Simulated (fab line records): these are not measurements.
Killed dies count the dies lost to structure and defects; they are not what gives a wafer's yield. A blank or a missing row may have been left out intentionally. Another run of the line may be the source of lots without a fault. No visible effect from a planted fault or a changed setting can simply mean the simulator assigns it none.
Comparing a struck lot with a sound one + flow sfqLine + 26 out of 325 route steps
Sound: these wafers, L677.2, L677.4, L677.5. Struck: wafer L684.4 (L684.2, L684.6, from the same lot, were not struck and are left out); the cause is given at the end.
For every step that has rows: the tool of each side, followed by ch and its chambers, followed by its first start. Under that, the readings that differ: sound wafers + struck wafers + difference of the means + sigmas: that difference in standard deviations of wafers without a fault.
alike: readings with means less than 2 such deviations apart, plus words and numbers identical on both sides. not compared: withheld readings, readings lacking a value on some wafer, bounds such as >300 that could conceal the same value, and numbers that have no deviation in the record and whose values overlap.
A row with sigmas, a row that says differs or no value, or rows on one side alone: a step with any of these is where the two part. When numbers do not overlap yet have no deviation, they are printed without sigmas and do not part them. A reading that every wafer of one side lacks parts them only if that side has two wafers or more.

SFQ_L0_RS_MEAS_901: the measuring method here is four-point-probe.
  sound on filmMetro-01 at day 3 09:35; struck on filmMetro-04 at day 4 20:35
  alike: L0_MONX_KI_RS
SFQ_L0_THK_MEAS_902: measures by xrf.
  sound on filmMetro-01 at day 3 09:41; struck on filmMetro-04 at day 4 20:41
  alike: L0_MONX_KI_THK
then, 6 steps without rows for these wafers: SFQ_TRILAYER_L0_LITHO_COAT_010 (resist thk 62 nm); SFQ_TRILAYER_L0_LITHO_COAT_005 (resist thk 600 nm); SFQ_TRILAYER_L0_LITHO_SOFTBAKE_009; SFQ_TRILAYER_L0_LITHO_EXPOSE_006 (exposes mask L0, target cd 2000 nm); SFQ_TRILAYER_L0_LITHO_PEB_008 (peb time 60 s); SFQ_TRILAYER_L0_LITHO_DEVELOP_007 (time 60 s).
-- the record jumps here: 3 days lie between the struck wafers' starts before and after --
SFQ_TRILAYER_L0_BARC_OPEN_METAL_ETCH_010: etches BARC in O2, target depth 125 nm, time 41.7 s.
  sound on rieMetal-03 ch 1, day 6 07:48; struck on rieMetal-02 ch 0, day 8 01:35
| reading                  | sound       | struck | difference | sigmas |
|--------------------------|-------------|--------|------------|--------|
| drypumpMotorCurrentA (A) | 6.5 6.5 6.5 | 4.8    | -1.7       | -3     |
  alike: heBacksideLeakSccm, oesProductAu
  not compared: rfHoursCounterH
then, 1 step without rows for these wafers: SFQ_TRILAYER_L0_ETCH_METAL_ETCH_008 (etches MoNx KI in SF6/O2, stops on SiO2, target depth 50 nm, time 25 s).
SFQ_TRILAYER_L0_STRIP_STRIP_009: strips in O2.
  sound on rieMetal-03 ch 1, day 6 08:12; struck on rieMetal-02 ch 0, day 8 01:41
| reading                  | sound             | struck | difference | sigmas |
|--------------------------|-------------------|--------|------------|--------|
| drypumpMotorCurrentA (A) | 6.4 6.4 6.4       | 4.9    | -1.5       | -3     |
| oesProductAu (a.u.)      | 0.979 0.975 0.979 | 0.999  | +0.021     | +2     |
  alike: heBacksideLeakSccm
  not compared: rfHoursCounterH
then, 1 step without rows for these wafers: SFQ_TRILAYER_L0_STRIP_SOLV_CLEAN_010 (cleans in NMP, time 600 s).
SFQ_TRILAYER_L0_CAP_PECVD_011: deposits SiO2 from SiH4/N2O, time 13.333 s, target thk 60 nm.
  sound on pecvd-03 ch 0,1,2, day 6 09:22; struck on pecvd-03 ch 1, day 8 02:38
| reading                                            | sound             | struck | difference | sigmas |
|----------------------------------------------------|-------------------|--------|------------|--------|
| model.SiO2_of_TRILAYER_L0_CAP_PECVD_011.thkNm (nm) | 59.42 60.53 61.49 | 42.89  | -17.59     |        |
  alike: heaterPowerW, throttleValvePct
then, 6 steps without rows for these wafers: SFQ_TRILAYER_L0_VIA_LITHO_COAT_018 (resist thk 62 nm); SFQ_TRILAYER_L0_VIA_LITHO_COAT_013 (resist thk 650 nm); SFQ_TRILAYER_L0_VIA_LITHO_SOFTBAKE_017; SFQ_TRILAYER_L0_VIA_LITHO_EXPOSE_014 (exposes mask L0V, target cd 700 nm); SFQ_TRILAYER_L0_VIA_LITHO_PEB_016 (peb time 60 s); SFQ_TRILAYER_L0_VIA_LITHO_DEVELOP_015 (time 60 s).
-- the record jumps here: 4 days lie between the struck wafers' starts before and after --
SFQ_L0V_OVL_MEAS_903:
  sound on overlay-02 at day 10 00:58; struck on overlay-02 at day 11 14:55
  alike: L0V_OVL
SFQ_TRILAYER_L0_VIA_BARC_OPEN_VIA_ETCH_021: etches BARC in O2, target depth 125 nm, time 41.7 s.
  sound on rieDiel-02 ch 0,2,3, day 10 01:00; struck on rieDiel-02 ch 0, day 11 14:56
  alike: drypumpMotorCurrentA, oesProductAu
  not compared: rfHoursCounterH
SFQ_TRILAYER_L0_VIA_ETCH_VIA_ETCH_016: etches SiO2 in CHF3, stops on MoNx KI, target depth 80 nm.
  sound on rieDiel-02 ch 0,2,3, day 10 01:02; struck on rieDiel-02 ch 0, day 11 14:59
| reading                       | sound             | struck | difference | sigmas |
|-------------------------------|-------------------|--------|------------|--------|
| oesProductAu (a.u.)           | 0.836 0.843 0.852 | 0.715  | -0.129     | -18    |
| model.etch.depthNm (nm)       | 59.42 60.53 61.49 | 42.89  | -17.59     |        |
| model.L0V.featureDepthNm (nm) | 59.42 60.53 61.49 | 42.89  | -17.59     |        |
  alike: drypumpMotorCurrentA
SFQ_TRILAYER_L0_VIA_STRIP_STRIP_017: strips in O2.
  sound on rieMetal-01 ch 0, day 10 01:17; struck on rieMetal-01 ch 0, day 11 15:02
  alike: drypumpMotorCurrentA, heBacksideLeakSccm, oesProductAu
  not compared: rfHoursCounterH
then, 1 step without rows for these wafers: SFQ_TRILAYER_L0_VIA_STRIP_SOLV_CLEAN_018 (cleans in NMP, time 600 s).
SFQ_TRILAYER_M0_DEP_PRE_CLEAN_020: time 15 s.
  sound on pvdSputter-04 at day 10 02:29; struck on pvdSputter-03 at day 11 15:48
| reading                                            | sound             | struck | difference | sigmas |
|----------------------------------------------------|-------------------|--------|------------|--------|
| model.SiO2_of_TRILAYER_L0_CAP_PECVD_011.thkNm (nm) | 54.43 55.53 56.49 | 37.89  | -17.59     |        |
  alike: biasV
SFQ_TRILAYER_M0_DEP_SPUTTER_019: material Nb, target thk 200 nm, time 133.3 s.
  sound on pvdSputter-04 at day 10 02:31; struck on pvdSputter-03 at day 11 15:50
  alike: basePressurePa, chamberPressurePa, throttleValvePct

WHERE THEY PART
First at SFQ_TRILAYER_L0_BARC_OPEN_METAL_ETCH_010; last, within this record, at SFQ_TRILAYER_L0_VIA_ETCH_VIA_ETCH_016. Later steps at which nothing parts them and some readings are alike: SFQ_TRILAYER_L0_VIA_STRIP_STRIP_017, SFQ_TRILAYER_M0_DEP_PRE_CLEAN_020, SFQ_TRILAYER_M0_DEP_SPUTTER_019.

WHY: what the simulator had put in
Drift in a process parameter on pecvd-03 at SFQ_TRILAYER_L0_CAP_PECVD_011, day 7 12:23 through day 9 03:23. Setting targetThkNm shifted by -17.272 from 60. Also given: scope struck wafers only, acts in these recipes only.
